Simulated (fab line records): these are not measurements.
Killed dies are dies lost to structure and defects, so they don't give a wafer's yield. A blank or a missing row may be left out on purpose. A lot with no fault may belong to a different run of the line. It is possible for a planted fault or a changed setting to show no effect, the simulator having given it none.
What tool caused it? | flow gf180mcu | 24 lots, 72 wafers sampled, at 5 steps of a route of 602

WHAT THE GAUGES READ, wafer by wafer
GF_CONTACT_THK_MEAS_26: measures by xrf. Usual: CONTACT_W_THK 313 nm, standard deviation 6.9.
lot  | measured     | on           | CONTACT_W_THK (nm) | flag
L074 | day 16 05:48 | filmMetro-03 | 299 301 299        | 
L075 | day 16 16:18 | filmMetro-02 | 313 313 310        | 
L076 | day 16 20:34 | filmMetro-03 | 299 301 318        | 
L077 | day 17 11:03 | filmMetro-01 | 312 317 314        | 
L078 | day 17 15:09 | filmMetro-01 | 310 309 313        | 
L079 | day 17 20:36 | filmMetro-01 | 326 330 333        | 
L080 | day 18 07:05 | filmMetro-01 | 319 314 314        | 
L081 | day 18 21:56 | filmMetro-03 | 303 311 307        | 
L082 | day 18 23:53 | filmMetro-02 | 312 313 313        | 
L083 | day 19 09:41 | filmMetro-03 | 310 309 314        | 
L084 | day 20 01:49 | filmMetro-01 | 310 313 312        | 
L085 | day 20 05:50 | filmMetro-03 | 312 327 313        | 
L086 | day 20 16:54 | filmMetro-03 | 304 306 302        | 
L087 | day 20 22:37 | filmMetro-03 | 319 304 312        | 
L088 | day 21 09:36 | filmMetro-02 | 312 306 310        | 
L089 | day 21 17:48 | filmMetro-01 | 312 313 314        | 
L090 | day 22 05:33 | filmMetro-01 | 316 317 312        | 
L091 | day 23 04:44 | filmMetro-03 | 311 313 311        | 
L092 | day 23 04:55 | filmMetro-03 | 310 325 326        | 
L093 | day 23 13:18 | filmMetro-02 | 310 321 309        | 
L094 | day 23 16:00 | filmMetro-02 | 319 311 308        | 
L095 | day 23 22:55 | filmMetro-03 | 325 308 321        | 
L097 | day 24 09:24 | filmMetro-03 | 311 308 310        | 
L096 | day 24 10:57 | filmMetro-02 | 315 328 312        | 

GF_V2_OVL_MEAS_15. Usual: V2_OVL -4 nm, standard deviation 5.6.
lot  | measured     | on         | V2_OVL (nm) | flag
L074 | day 20 09:16 | overlay-01 | -5 -9 -7    | 
L075 | day 20 20:11 | overlay-01 | 1 1 -3      | 
L076 | day 21 01:49 | overlay-02 | -8 -12 -3   | 
L077 | day 21 14:58 | overlay-02 | 0 2 1       | 
L078 | day 21 19:57 | overlay-01 | -8 -6 0     | 
L079 | day 22 00:59 | overlay-02 | 1 -2 0      | 
L080 | day 22 11:19 | overlay-01 | -8 -4 -11   | 
L081 | day 23 02:03 | overlay-02 | -4 -1 -1    | 
L082 | day 23 04:46 | overlay-01 | -9 -6 -3    | 
L083 | day 23 13:29 | overlay-01 | -3 -4 0     | 
L084 | day 24 04:19 | overlay-02 | -7 -6 -15   | 
L085 | day 24 07:37 | overlay-02 | -10 -19 -7  | 
L086 | day 24 18:05 | overlay-02 | -6 -1 -3    | 
L087 | day 24 23:49 | overlay-01 | 0 -3 1      | 
L088 | day 25 08:04 | overlay-02 | -6 -3 1     | 
L089 | day 25 14:14 | overlay-01 | -2 -5 -1    | 
L090 | day 26 03:26 | overlay-01 | -8 -1 -11   | 
L091 | day 26 23:42 | overlay-01 | -9 -12 -8   | 
L092 | day 27 00:40 | overlay-02 | 1 0 -5      | 
L093 | day 27 07:45 | overlay-01 | 2 -1 -2     | 
L094 | day 27 10:44 | overlay-01 | 11 3 4      | 
L095 | day 27 16:57 | overlay-02 | -3 1 -6     | 
L097 | day 28 01:51 | overlay-01 | -12 -13 -10 | 
L096 | day 28 03:30 | overlay-02 | 4 6 -1      | 

GF_V4_THK_MEAS_01. Usual: V4_CVD_00_THK 598 nm, standard deviation 8.
lot  | measured     | on           | V4_CVD_00_THK (nm) | flag
L074 | day 23 12:10 | filmMetro-02 | 613 588 594        | 
L075 | day 24 00:06 | filmMetro-01 | 594 607 609        | 
L076 | day 24 03:53 | filmMetro-03 | 605 607 602        | 
L077 | day 24 16:22 | filmMetro-02 | 593 598 601        | 
L078 | day 24 21:20 | filmMetro-01 | 610 607 603        | 
L079 | day 25 00:58 | filmMetro-02 | 601 595 602        | 
L080 | day 25 12:17 | filmMetro-03 | 582 591 579        | 
L081 | day 26 00:47 | filmMetro-03 | 607 601 607        | 
L082 | day 26 04:13 | filmMetro-03 | 604 601 601        | 
L083 | day 26 12:52 | filmMetro-03 | 590 590 595        | 
L084 | day 27 01:17 | filmMetro-03 | 592 594 594        | 
L085 | day 27 05:16 | filmMetro-03 | 593 585 595        | 
L086 | day 27 14:44 | filmMetro-01 | 598 594 601        | 
L087 | day 27 19:40 | filmMetro-03 | 583 588 591        | 
L088 | day 28 03:41 | filmMetro-01 | 614 601 609        | 
L089 | day 28 08:28 | filmMetro-02 | 590 602 598        | 
L090 | day 28 20:40 | filmMetro-02 | 612 600 599        | 
L091 | day 29 14:59 | filmMetro-02 | 598 597 590        | 
L092 | day 29 16:47 | filmMetro-01 | 588 603 599        | 
L093 | day 29 23:17 | filmMetro-01 | 591 606 603        | 
L094 | day 30 00:38 | filmMetro-02 | 601 611 600        | 
L095 | day 30 05:59 | filmMetro-01 | 603 594 597        | 
L097 | day 30 15:41 | filmMetro-03 | 602 588 593        | 
L096 | day 30 17:01 | filmMetro-02 | 624 601 606        | 

TOOL THAT RAN EACH LOT (tool first, then ch and the chambers of the sampled wafers, then the start)
lot  | GF_PSD_STRIP_10                     | GF_V2_ETCH_17
L074 | plasmaAsher-04 ch 0,1, day 14 07:58 | rieDiel-03 ch 1,2, day 23 12:10 or earlier
L075 | plasmaAsher-04 ch 0,1, day 14 17:13 | rieDiel-01 ch 0,1,3, day 24 00:06 or earlier
L076 | plasmaAsher-01 ch 0,1, day 14 22:46 | rieDiel-04 ch 0,3, day 24 03:53 or earlier
L077 | plasmaAsher-01 ch 0,1, day 15 12:13 | rieDiel-03 ch 0,1,2, day 24 16:22 or earlier
L078 | plasmaAsher-01 ch 0,1, day 15 15:59 | rieDiel-04 ch 0,1, day 24 21:20 or earlier
L079 | plasmaAsher-04 ch 0,1, day 15 20:04 | rieDiel-04 ch 0,2, day 25 00:58 or earlier
L080 | plasmaAsher-01 ch 0,1, day 16 06:07 | rieDiel-01 ch 0,2,3, day 25 12:17 or earlier
L081 | plasmaAsher-01 ch 1, day 16 19:34   | rieDiel-01 ch 0,1, day 26 00:47 or earlier
L082 | plasmaAsher-04 ch 0,1, day 16 21:02 | rieDiel-04 ch 2,3, day 26 04:13 or earlier
L083 | plasmaAsher-03 ch 0,1, day 17 07:13 | rieDiel-04 ch 0,2, day 26 12:52 or earlier
L084 | plasmaAsher-03 ch 0,1, day 17 22:28 | rieDiel-04 ch 0,2, day 27 01:17 or earlier
L085 | plasmaAsher-04 ch 0,1, day 18 02:46 | rieDiel-04 ch 2,3, day 27 05:16 or earlier
L086 | plasmaAsher-01 ch 0,1, day 18 12:59 | rieDiel-03 ch 0,2,3, day 27 14:44 or earlier
L087 | plasmaAsher-03 ch 0,1, day 18 19:46 | rieDiel-04 ch 0,1,2, day 27 19:40 or earlier
L088 | plasmaAsher-04 ch 0,1, day 19 06:01 | rieDiel-04 ch 0,1,2, day 28 03:41 or earlier
L089 | plasmaAsher-01 ch 0,1, day 19 15:07 | rieDiel-03 ch 1,2,3, day 28 08:28 or earlier
L090 | plasmaAsher-01 ch 0,1, day 20 02:34 | rieDiel-01 ch 0,1,2, day 28 20:40 or earlier
L091 | plasmaAsher-04 ch 0,1, day 21 03:25 | rieDiel-03 ch 0,1,3, day 29 14:59 or earlier
L092 | plasmaAsher-03 ch 0,1, day 21 03:58 | rieDiel-01 ch 0,1,2, day 29 16:47 or earlier
L093 | plasmaAsher-03 ch 0, day 21 11:50   | rieDiel-01 ch 0,3, day 29 23:17 or earlier
L094 | plasmaAsher-04 ch 0,1, day 21 14:29 | rieDiel-03 ch 0,1,2, day 30 00:38 or earlier
L095 | plasmaAsher-03 ch 0,1, day 21 22:16 | rieDiel-04 ch 0,1,2, day 30 05:59 or earlier
L097 | plasmaAsher-01 ch 0,1, day 22 08:40 | rieDiel-01 ch 0,1,2, day 30 15:41 or earlier
L096 | plasmaAsher-01 ch 1, day 22 11:10   | rieDiel-03 ch 0,2,3, day 30 17:01 or earlier
- GF_PSD_STRIP_10: strips in O2/N2.
- GF_V2_ETCH_17: etches SiO2 in C4F8/O2/Ar, stops on TiN, target depth 630 nm.

AS READ BY THE TOOLS THEMSELVES (means over the sampled wafers that have a number; for cases with no such wafer, the mark the record gives instead)
GF_PSD_STRIP_10. Usual: drypumpMotorCurrentA 5.9 A, standard deviation 0.42; heaterPowerW 348 W, standard deviation 59; oesProductAu 0.591 a.u., standard deviation 0.005; stripTimeToEndpointS 16.55 s, standard deviation 0.034.
lot  | tool           | drypumpMotorCurrentA (A) | heaterPowerW (W) | oesProductAu (a.u.) | stripTimeToEndpointS (s) | flag
L074 | plasmaAsher-04 | 6.5                      | 317              | 0.588               | 16.62                    | 
L075 | plasmaAsher-04 | 6.5                      | 314              | 0.586               | 16.59                    | 
L076 | plasmaAsher-01 | 5.5                      | 404              | 0.589               | 16.57                    | 
L077 | plasmaAsher-01 | 5.6                      | 359              | 0.596               | 16.50                    | 
L078 | plasmaAsher-01 | 5.5                      | 408              | 0.590               | 16.56                    | 
L079 | plasmaAsher-04 | 6.3                      | 306              | 0.591               | 16.55                    | 
L080 | plasmaAsher-01 | 5.6                      | 358              | 0.593               | 16.58                    | 
L081 | plasmaAsher-01 | 5.4                      | 449              | 0.594               | 16.58                    | 
L082 | plasmaAsher-04 | 6.4                      | 302              | 0.591               | 16.57                    | 
L083 | plasmaAsher-03 | 5.9                      | 352              | 0.589               | 16.51                    | 
L084 | plasmaAsher-03 | 5.8                      | 351              | 0.594               | 16.56                    | 
L085 | plasmaAsher-04 | 6.5                      | 315              | 0.586               | 16.55                    | 
L086 | plasmaAsher-01 | 5.6                      | 359              | 0.592               | 16.55                    | 
L087 | plasmaAsher-03 | 5.8                      | 349              | 0.591               | 16.52                    | 
L088 | plasmaAsher-04 | 6.4                      | 303              | 0.595               | 16.53                    | 
L089 | plasmaAsher-01 | 5.5                      | 406              | 0.596               | 16.52                    | 
L090 | plasmaAsher-01 | 5.5                      | 401              | 0.593               | 16.58                    | 
L091 | plasmaAsher-04 | 6.4                      | 303              | 0.587               | 16.53                    | 
L092 | plasmaAsher-03 | 5.9                      | 355              | 0.588               | 16.52                    | 
L093 | plasmaAsher-03 | 5.9                      | 322              | 0.591               | 16.59                    | 
L094 | plasmaAsher-04 | 6.5                      | 319              | 0.595               | 16.55                    | 
L095 | plasmaAsher-03 | 5.9                      | 350              | 0.590               | 16.51                    | 
L097 | plasmaAsher-01 | 5.6                      | 353              | 0.597               | 16.55                    | 
L096 | plasmaAsher-01 | 5.4                      | 457              | 0.588               | 16.53                    | 

GF_V2_ETCH_17. Usual: oesProductAu reads 0.856 a.u. (standard deviation 0.0048).
lot  | tool       | oesProductAu (a.u.) | flag
L074 | rieDiel-03 | 0.857               | 
L075 | rieDiel-01 | 0.859               | 
L076 | rieDiel-04 | 0.856               | 
L077 | rieDiel-03 | 0.857               | 
L078 | rieDiel-04 | 0.855               | 
L079 | rieDiel-04 | 0.853               | 
L080 | rieDiel-01 | 0.857               | 
L081 | rieDiel-01 | 0.853               | 
L082 | rieDiel-04 | 0.857               | 
L083 | rieDiel-04 | 0.856               | 
L084 | rieDiel-04 | 0.862               | 
L085 | rieDiel-04 | 0.859               | 
L086 | rieDiel-03 | 0.852               | 
L087 | rieDiel-04 | 0.851               | 
L088 | rieDiel-04 | 0.857               | 
L089 | rieDiel-03 | 0.855               | 
L090 | rieDiel-01 | 0.854               | 
L091 | rieDiel-03 | 0.855               | 
L092 | rieDiel-01 | 0.858               | 
L093 | rieDiel-01 | 0.857               | 
L094 | rieDiel-03 | 0.857               | 
L095 | rieDiel-04 | 0.854               | 
L097 | rieDiel-01 | 0.854               | 
L096 | rieDiel-03 | 0.856               | 

THE ANSWER, worked out from the rows above alone
Rule: a lot counts as off when the mean over its wafers that have a number is more than 3 standard deviations away from the usual mean. A lot without any number at a reading at which 4 lots or more have one is off too. All remaining lots with rows at the step are treated as sound. First the gauges in route order, then the tools' own readings, where a lot's mean is used as printed above. At the first step where some lot is off, the reading lying furthest off is the one used; lots without a number count as furthest.
Nothing can be told from this: no lot is off at any reading shown.

WHAT THE SIMULATOR HAD PUT IN
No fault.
